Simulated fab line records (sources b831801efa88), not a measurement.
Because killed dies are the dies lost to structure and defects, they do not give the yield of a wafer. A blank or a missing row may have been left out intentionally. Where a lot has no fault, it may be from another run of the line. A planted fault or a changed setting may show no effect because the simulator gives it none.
Which tool was responsible? / flow sky130 / Sampling: 6 lots, 18 wafers, 3 of 708 route steps

== WHAT THE GAUGES READ, wafer by wafer ==
SKY_VT_ADJUST_LVTN_TW_MEAS_21.
lot=L351; measured=day 8 01:13; on=film metro-01; VT_ADJUST_LVTN_2_TW=190.1 190.2 189.7
lot=L355; measured=day 9 03:20; on=film metro-01; VT_ADJUST_LVTN_2_TW=30.3 30.4 30.2
lot=L364; measured=day 11 22:25; on=film metro-01; VT_ADJUST_LVTN_2_TW=191.2 189.9 190.2
lot=L367; measured=day 12 20:27; on=film metro-01; VT_ADJUST_LVTN_2_TW=188.3 189.4 189.6
lot=L369; measured=day 13 03:04; on=film metro-01; VT_ADJUST_LVTN_2_TW=190.8 190.9 190.8
lot=L372; measured=day 13 23:02; on=film metro-02; VT_ADJUST_LVTN_2_TW=191.1 191.1 189.2

== WHAT TOOL EACH LOT RAN ON (gives the tool, then ch and the chambers of the sampled wafers, and finally the start) ==
lot=L351; SKY_VT_ADJUST_LVTN_STRIP_09=plasma asher-02 ch 0, day 7 04:49; SKY_VT_ADJUST_LVTN_STRIP_20=plasma asher-04 ch 0,1, day 8 01:07
lot=L355; SKY_VT_ADJUST_LVTN_STRIP_09=plasma asher-01 ch 0,1, day 8 06:02; SKY_VT_ADJUST_LVTN_STRIP_20=plasma asher-04 ch 0,1, day 9 03:14
lot=L364; SKY_VT_ADJUST_LVTN_STRIP_09=plasma asher-01 ch 0,1, day 10 22:28; SKY_VT_ADJUST_LVTN_STRIP_20=plasma asher-04 ch 0,1, day 11 22:19
lot=L367; SKY_VT_ADJUST_LVTN_STRIP_09=plasma asher-02 ch 0,1, day 11 19:11; SKY_VT_ADJUST_LVTN_STRIP_20=plasma asher-02 ch 0,1, day 12 20:22
lot=L369; SKY_VT_ADJUST_LVTN_STRIP_09=plasma asher-02 ch 0,1, day 12 01:28; SKY_VT_ADJUST_LVTN_STRIP_20=plasma asher-02 ch 1, day 13 02:58
lot=L372; SKY_VT_ADJUST_LVTN_STRIP_09=plasma asher-02 ch 1, day 12 20:46; SKY_VT_ADJUST_LVTN_STRIP_20=plasma asher-02 ch 0,1, day 13 22:56
- SKY_VT_ADJUST_LVTN_STRIP_09: strips in O2/N2.
- SKY_VT_ADJUST_LVTN_STRIP_20: strips in O2/N2.

== THE ANSWER, worked out from the rows above alone ==
Rule: usual is defined by the lots themselves. Put in order of their means at a reading, lots are off if they are a third of the lots or fewer, leave a main group of 4 or more, and stand apart from it by a gap of 3 or more times the standard deviation of the main group's means; of several such gaps the widest counts. Not used: any main group whose means are identical at the precision the tables above print for the reading. A lot without any number at a reading at which 4 lots or more have one is off too. The other lots that the step has rows for count as sound.
Off: L355, at SKY_VT_ADJUST_LVTN_TW_MEAS_21 (VT_ADJUST_LVTN_2_TW). Mean 190.2 and standard deviation 0.6 in the main group.
A tool fits if, at a process step before that reading, it ran every lot that is off, and no sound lot after the first of them. The gauges at SKY_VT_ADJUST_LVTN_TW_MEAS_21 are tried like those tools. Of those tried, none fits.

== WHAT THE SIMULATOR HAD PUT IN ==
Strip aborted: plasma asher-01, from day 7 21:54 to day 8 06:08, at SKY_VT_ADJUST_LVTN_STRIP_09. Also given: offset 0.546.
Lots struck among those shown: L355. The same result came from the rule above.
